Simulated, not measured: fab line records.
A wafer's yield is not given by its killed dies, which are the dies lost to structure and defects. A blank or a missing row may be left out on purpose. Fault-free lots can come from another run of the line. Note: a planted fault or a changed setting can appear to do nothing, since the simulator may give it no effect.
What tool caused it? | flow gf180mcu | 13 lots, 39 wafers sampled, at 2 steps of a route of 602

== WHAT THE GAUGES SHOWED, per wafer ==
GF_POLY_GATE_CD_MEAS_18. Usual: 279.6 nm for cd nm, sd 1.8.
lot  | measured     | on        | cd nm (nm)        | flag
L664 | day 10 06:54 | cd sem-02 | 279.7 279.6 282.4 |
L665 | day 10 16:47 | cd sem-02 | 279.1 278.4 278.9 |
L667 | day 11 04:04 | cd sem-01 | 280.8 281.6 279.7 |
L670 | day 11 21:15 | cd sem-01 | 281.0 282.8 279.8 |
L672 | day 12 21:02 | cd sem-02 | 279.6 278.0 277.7 |
L675 | day 13 14:43 | cd sem-01 | 279.4 279.0 278.4 |
L676 | day 14 00:37 | cd sem-01 | 280.4 279.8 280.5 |
L677 | day 14 07:56 | cd sem-01 | 281.6 278.1 280.7 |
L680 | day 14 23:08 | cd sem-01 | 279.7 277.4 276.6 |
L681 | day 15 06:52 | cd sem-01 | 278.3 277.4 278.4 |
L682 | day 15 14:05 | cd sem-01 | 279.0 279.1 278.2 |
L683 | day 15 23:40 | cd sem-02 | 282.9 279.7 278.8 |
L684 | day 16 05:55 | cd sem-01 | 281.8 282.9 279.0 |

== TOOL THAT RAN EACH LOT (tool first, then ch and the chambers of the sampled wafers, then the start) ==
lot  | GF_POLY_GATE_STRIP_14
L664 | plasma asher-04 ch 0,1, day 10 04:19
L665 | plasma asher-03 ch 0,1, day 10 15:16
L667 | plasma asher-03 ch 0,1, day 11 02:36
L670 | plasma asher-02 ch 0,1, day 11 19:47
L672 | plasma asher-03 ch 0,1, day 12 14:30
L675 | plasma asher-03 ch 0,1, day 13 12:08
L676 | plasma asher-04 ch 0,1, day 13 22:22
L677 | plasma asher-02 ch 0,1, day 14 03:53
L680 | plasma asher-02 ch 0,1, day 14 21:39
L681 | plasma asher-02 ch 0,1, day 15 05:23
L682 | plasma asher-02 ch 0,1, day 15 12:37
L683 | plasma asher-04 ch 0,1, day 15 18:36
L684 | plasma asher-04 ch 0,1, day 16 04:26
- GF_POLY_GATE_STRIP_14: strips in O2/N2.

== WHAT THE TOOLS THEMSELVES READ (means of the sampled wafers that have a number; where no wafer has one, the mark that the record gives instead) ==
GF_POLY_GATE_STRIP_14. Usual: drypump motor current A 5.7 A, standard deviation 0.47; heater power w 335 W, standard deviation 22; oes product au 0.505 a.u., standard deviation 0.0045.
lot  | tool            | drypump motor current A (A) | heater power w (W) | oes product au (a.u.) | flag
L664 | plasma asher-04 | 5.5                         | 346                | 0.504                 |
L665 | plasma asher-03 | 5.7                         | 315                | 0.507                 |
L667 | plasma asher-03 | 5.5                         | 319                | 0.501                 |
L670 | plasma asher-02 | 5.9                         | 358                | 0.505                 |
L672 | plasma asher-03 | 5.7                         | 310                | 0.503                 |
L675 | plasma asher-03 | 5.5                         | 321                | 0.504                 |
L676 | plasma asher-04 | 5.5                         | 337                | 0.501                 |
L677 | plasma asher-02 | 6.3                         | 348                | 0.504                 |
L680 | plasma asher-02 | 6.3                         | 348                | 0.504                 |
L681 | plasma asher-02 | 5.9                         | 363                | 0.508                 |
L682 | plasma asher-02 | 5.9                         | 368                | 0.505                 |
L683 | plasma asher-04 | 5.5                         | 343                | 0.507                 |
L684 | plasma asher-04 | 5.6                         | 333                | 0.510                 |

== THE ANSWER, worked out from the rows above alone ==
Rule: take the mean of a lot's wafers that have a number; if it is more than 3 standard deviations from the usual mean, the lot is off. A lot without any number at a reading at which 4 lots or more have one is off too. All remaining lots with rows at the step are treated as sound. After the gauges, taken in route order, come the tools' own readings; for these a lot's mean is taken, as printed above. The first step at which some lot is off is used, and at that step the reading that is off furthest; a lot without a number counts as furthest.
No lot is off on any of the readings shown, so nothing can be concluded from this.

== WHAT WAS PUT IN BY THE SIMULATOR ==
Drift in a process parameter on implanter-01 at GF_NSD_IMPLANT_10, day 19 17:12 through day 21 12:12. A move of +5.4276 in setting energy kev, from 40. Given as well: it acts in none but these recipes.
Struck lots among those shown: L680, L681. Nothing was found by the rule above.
